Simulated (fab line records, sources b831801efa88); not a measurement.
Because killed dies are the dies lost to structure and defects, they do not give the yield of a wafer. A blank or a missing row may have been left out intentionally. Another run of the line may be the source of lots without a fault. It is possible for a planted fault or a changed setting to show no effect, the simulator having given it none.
Check for tools in common | flow gf180mcu | Lots sampled 13, wafers sampled 39

## REASON IT WAS OPENED
3 of 13 lots carry a flag on the reading VT_IMPLANT_3_TW at GF_VT_IMPLANT_TW_MEAS_32. Fault-free wafers read 271.8, with a standard deviation of 2.3.
Rule: a lot is flagged when every wafer of it that has a number lies more than 4 standard deviations from that mean, or none has a number. As for the other lots, they are considered sound.

lot  | measured     | on           | VT_IMPLANT_3_TW, wafer by wafer | flag
L103 | day 7 10:11  | filmMetro-04 | 271.2 271.9 270.9               | 
L105 | day 7 21:31  | filmMetro-04 | 271.6 271.1 270.5               | 
L106 | day 8 00:17  | filmMetro-02 | 272.6 272.2 271.0               | 
L108 | day 8 15:51  | filmMetro-04 | 268.7 267.1 268.7               | 
L109 | day 9 00:26  | filmMetro-01 | 274.0 274.3 274.1               | 
L110 | day 9 03:50  | filmMetro-02 | 269.2 270.9 270.8               | 
L112 | day 9 16:14  | filmMetro-01 | 1220.3 1228.1 1227.0            | FLAGGED
L113 | day 9 22:54  | filmMetro-02 | 1210.4 1204.1 1206.4            | FLAGGED
L114 | day 10 05:14 | filmMetro-02 | 1214.1 1211.1 1214.7            | FLAGGED
L116 | day 10 16:54 | filmMetro-01 | 275.9 276.3 275.4               | 
L119 | day 11 10:55 | filmMetro-02 | 270.5 271.4 273.1               | 
L121 | day 12 01:40 | filmMetro-04 | 267.7 267.6 269.0               | 
L124 | day 12 18:02 | filmMetro-01 | 273.7 273.4 273.8               | 
Averaged over the flagged lots the numbers come to 1215.1, +943.3 from the usual (+99 or more standard deviations).

## TOOL THAT RAN EACH LOT
The record keeps 1 process step preceding the reading, out of 602 steps on the route. In each cell: the tool, then ch and the chambers that the sampled wafers went through, then the start.
lot  | flag    | GF_VT_IMPLANT_COAT_13
L103 |         | lithoTrack-03 ch 0, day 6 10:28
L105 |         | lithoTrack-01 ch 0, day 6 20:14
L106 |         | lithoTrack-04 ch 0, day 6 23:56
L108 |         | lithoTrack-01 ch 0, day 7 15:10
L109 |         | lithoTrack-01 ch 0, day 7 23:49
L110 |         | lithoTrack-01 ch 0, day 8 02:17
L112 | FLAGGED | lithoTrack-01, day 8 14:40
L113 | FLAGGED | lithoTrack-03, day 8 22:17
L114 | FLAGGED | lithoTrack-01, day 9 03:22
L116 |         | lithoTrack-01 ch 0, day 9 13:37
L119 |         | lithoTrack-03 ch 0, day 10 06:26
L121 |         | lithoTrack-01 ch 0, day 10 21:56
L124 |         | lithoTrack-03 ch 0, day 11 12:59
These steps, and what they do:
- GF_VT_IMPLANT_COAT_13: resist thk 1000 nm.
- GF_VT_IMPLANT_TW_MEAS_32

## FLAGGED AGAINST TOTAL, ONE TOOL AT A TIME (gauges that did the reading follow at the end)
step                     | tool          | lots run | flagged | share of the flagged lots | sound lots run after its first flagged lot
GF_VT_IMPLANT_COAT_13    | lithoTrack-01 | 8        | 2       | some                      | 2 (L116,L121)
GF_VT_IMPLANT_COAT_13    | lithoTrack-03 | 4        | 1       | some                      | 2 (L119,L124)
GF_VT_IMPLANT_COAT_13    | lithoTrack-04 | 1        | 0       | none                      | -
GF_VT_IMPLANT_TW_MEAS_32 | filmMetro-01  | 4        | 1       | some                      | 2 (L116,L124)
GF_VT_IMPLANT_TW_MEAS_32 | filmMetro-02  | 5        | 2       | some                      | 1 (L119)
GF_VT_IMPLANT_TW_MEAS_32 | filmMetro-04  | 4        | 0       | none                      | -

## WHAT IS ALLOWED BY THE TABLE
No row of the table ran every flagged lot.

## WHAT THE SIMULATOR PUT IN
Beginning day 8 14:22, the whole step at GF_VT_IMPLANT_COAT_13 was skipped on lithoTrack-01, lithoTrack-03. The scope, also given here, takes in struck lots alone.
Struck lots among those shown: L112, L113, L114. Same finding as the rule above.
